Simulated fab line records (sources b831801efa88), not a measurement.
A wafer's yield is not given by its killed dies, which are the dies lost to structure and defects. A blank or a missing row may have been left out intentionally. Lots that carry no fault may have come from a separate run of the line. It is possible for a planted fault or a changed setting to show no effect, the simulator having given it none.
Which tool is to blame? + flow gf180mcu + 12 lots, 36 wafers sampled, at 5 steps of a route of 602

## WHAT EACH GAUGE READ, for each wafer
GF_STI_BOW_MEAS_00.
| lot  | measured    | on            | INCOMING_BOW (um) |
|------|-------------|---------------|-------------------|
| L919 | day 1 15:01 | film-metro-02 | -5 1 -4           |
| L922 | day 2 06:00 | film-metro-04 | 2 0 14            |
| L923 | day 2 11:02 | film-metro-03 | -4 -9 -2          |
| L924 | day 2 16:01 | film-metro-04 | 1 -11 4           |
| L929 | day 3 17:00 | film-metro-04 | -5 -1 -5          |
| L930 | day 3 22:00 | film-metro-04 | -1 -1 -1          |
| L931 | day 4 03:00 | film-metro-02 | 6 12 1            |
| L936 | day 5 04:02 | film-metro-03 | 0 9 -14           |
| L937 | day 5 09:00 | film-metro-03 | 5 2 7             |
| L938 | day 5 14:00 | film-metro-03 | 4 9 9             |
| L939 | day 5 19:00 | film-metro-02 | 6 -5 1            |
| L941 | day 6 05:00 | film-metro-02 | -1 -9 -4          |

GF_NWELL_TW_MEAS_11.
| lot  | measured    | on            | NWELL_TW       |
|------|-------------|---------------|----------------|
| L919 | day 3 13:02 | film-metro-03 | 1582 1581 1584 |
| L922 | day 4 05:52 | film-metro-02 | 1578 1584 1581 |
| L923 | day 4 12:02 | film-metro-03 | 1591 1599 1589 |
| L924 | day 4 17:20 | film-metro-02 | 1574 1577 1573 |
| L929 | day 5 20:16 | film-metro-01 | 1430 1439 1435 |
| L930 | day 6 01:13 | film-metro-02 | 1450 1442 1440 |
| L931 | day 6 07:07 | film-metro-03 | 1451 1455 1455 |
| L936 | day 7 09:26 | film-metro-01 | 1565 1559 1559 |
| L937 | day 7 16:13 | film-metro-01 | 1567 1566 1568 |
| L938 | day 7 20:22 | film-metro-02 | 1583 1584 1589 |
| L939 | day 8 02:04 | film-metro-01 | 1563 1558 1561 |
| L941 | day 8 15:43 | film-metro-02 | 1583 1577 1577 |

GF_VT_IMPLANT_RS_MEAS_47: a four-point-probe measurement.
| lot  | measured     | on            | NWELL_RS (ohm/sq) |
|------|--------------|---------------|-------------------|
| L919 | day 7 19:58  | film-metro-01 | 488.9 489.8 490.5 |
| L922 | day 8 16:11  | film-metro-01 | 489.2 488.5 490.6 |
| L923 | day 8 22:47  | film-metro-03 | 489.1 488.6 487.1 |
| L924 | day 9 05:19  | film-metro-02 | 486.4 488.6 489.2 |
| L929 | day 10 15:30 | film-metro-03 | 580.6 578.2 577.4 |
| L930 | day 10 22:39 | film-metro-02 | 578.0 578.2 578.8 |
| L931 | day 11 04:50 | film-metro-03 | 578.4 580.5 579.3 |
| L936 | day 12 13:45 | film-metro-03 | 487.9 488.6 486.2 |
| L937 | day 12 22:08 | film-metro-03 | 486.3 488.0 486.4 |
| L938 | day 13 03:57 | film-metro-02 | 488.9 489.0 486.8 |
| L939 | day 13 11:03 | film-metro-02 | 488.9 487.0 486.6 |
| L941 | day 14 03:27 | film-metro-01 | 485.5 486.7 486.3 |

## TOOL THAT RAN EACH LOT (tool first, then ch and the chambers of the sampled wafers, then the start)
| lot  | GF_NWELL_IMPLANT_08            | GF_NWELL_STRIP_10                   |
|------|--------------------------------|-------------------------------------|
| L919 | implanter-03 ch 0, day 3 12:39 | plasma-asher-01 ch 0,1, day 3 12:56 |
| L922 | implanter-03 ch 0, day 4 05:28 | plasma-asher-04 ch 0, day 4 05:46   |
| L923 | implanter-02 ch 0, day 4 11:40 | plasma-asher-04 ch 0,1, day 4 11:57 |
| L924 | implanter-02 ch 0, day 4 16:57 | plasma-asher-01 ch 0,1, day 4 17:14 |
| L929 | implanter-03 ch 0, day 5 19:52 | plasma-asher-01 ch 0,1, day 5 20:10 |
| L930 | implanter-03 ch 0, day 6 00:49 | plasma-asher-03 ch 0,1, day 6 01:07 |
| L931 | implanter-03 ch 0, day 6 06:43 | plasma-asher-03 ch 0,1, day 6 07:01 |
| L936 | implanter-04 ch 0, day 7 09:04 | plasma-asher-01 ch 0,1, day 7 09:20 |
| L937 | implanter-04 ch 0, day 7 15:49 | plasma-asher-01 ch 0,1, day 7 16:07 |
| L938 | implanter-04 ch 0, day 7 19:58 | plasma-asher-03 ch 0,1, day 7 20:16 |
| L939 | implanter-04 ch 0, day 8 01:40 | plasma-asher-04 ch 0,1, day 8 01:58 |
| L941 | implanter-02 ch 0, day 8 15:19 | plasma-asher-01 ch 0,1, day 8 15:37 |
- GF_NWELL_IMPLANT_08
- GF_NWELL_STRIP_10: strips in O2/N2.

## AS READ BY THE TOOLS THEMSELVES (means over the sampled wafers that have a number; for cases with no such wafer, the mark the record gives instead)
GF_NWELL_STRIP_10.
| lot  | tool            | chamber-pressure-mTorr (mTorr) | drypump-motor-current-A (A) | heater-power-w (W) | oes-product-au (a.u.) | strip-time-to-endpoint-s (s) |
|------|-----------------|--------------------------------|-----------------------------|--------------------|-----------------------|------------------------------|
| L919 | plasma-asher-01 | 1500.7                         | 6.1                         | 355                | 0.722                 | 36.88                        |
| L922 | plasma-asher-04 | 1499.6                         | 5.7                         | 332                | 0.721                 | 36.98                        |
| L923 | plasma-asher-04 | 1500.9                         | 5.3                         | 341                | 0.724                 | 36.92                        |
| L924 | plasma-asher-01 | 1500.1                         | 6.0                         | 354                | 0.722                 | 37.01                        |
| L929 | plasma-asher-01 | 1500.6                         | 6.1                         | 350                | 0.723                 | 36.88                        |
| L930 | plasma-asher-03 | 1499.3                         | 5.3                         | 416                | 0.722                 | 36.91                        |
| L931 | plasma-asher-03 | 1499.9                         | 5.5                         | 397                | 0.727                 | 36.88                        |
| L936 | plasma-asher-01 | 1499.4                         | 6.1                         | 354                | 0.724                 | 36.97                        |
| L937 | plasma-asher-01 | 1499.4                         | 6.0                         | 352                | 0.718                 | 36.89                        |
| L938 | plasma-asher-03 | 1500.4                         | 5.3                         | 425                | 0.722                 | 37.00                        |
| L939 | plasma-asher-04 | 1500.6                         | 5.5                         | 340                | 0.724                 | 36.95                        |
| L941 | plasma-asher-01 | 1499.6                         | 6.1                         | 355                | 0.722                 | 36.98                        |

## THE ANSWER, worked out from the rows above alone
Rule: the usual values come from the lots themselves. The widest of any qualifying gaps counts: lots, ordered by their means at a reading, are off when they make up no more than a third of the lots, leave a main group of 4 or more, and stand apart from it by 3 or more times the standard deviation of that group's means. A main group is skipped when, at the precision printed for the reading in the tables above, its means are all equal. A lot without any number at a reading at which 4 lots or more have one is off too. All remaining lots with rows at the step are treated as sound. The gauges are gone through in route order, then the tools' own readings, and for those a lot's mean is taken as printed above. The first step at which some lot is off is used, and at that step the reading that is off furthest; a lot without a number counts as furthest.
Off: L929, L930, L931, at GF_NWELL_TW_MEAS_11 (NWELL_TW). The main group: mean 1576, standard deviation 11.
If a tool, at a process step before that reading, ran all the lots that are off and no sound lot after the first of them, it fits. The gauges at GF_NWELL_TW_MEAS_11 are tried like those tools. One candidate fits, namely implanter-03 at GF_NWELL_IMPLANT_08. A fault onset in the window from L922 (day 4 05:28, its last sound lot) to L929 (day 5 19:52, its first lot off) fits.

## WHAT THE SIMULATOR HAD PUT IN
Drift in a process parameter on implanter-03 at GF_NWELL_IMPLANT_08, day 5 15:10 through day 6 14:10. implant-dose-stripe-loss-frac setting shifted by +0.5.
Lots struck among those shown: L929, L930, L931. The rule above reached the same finding.
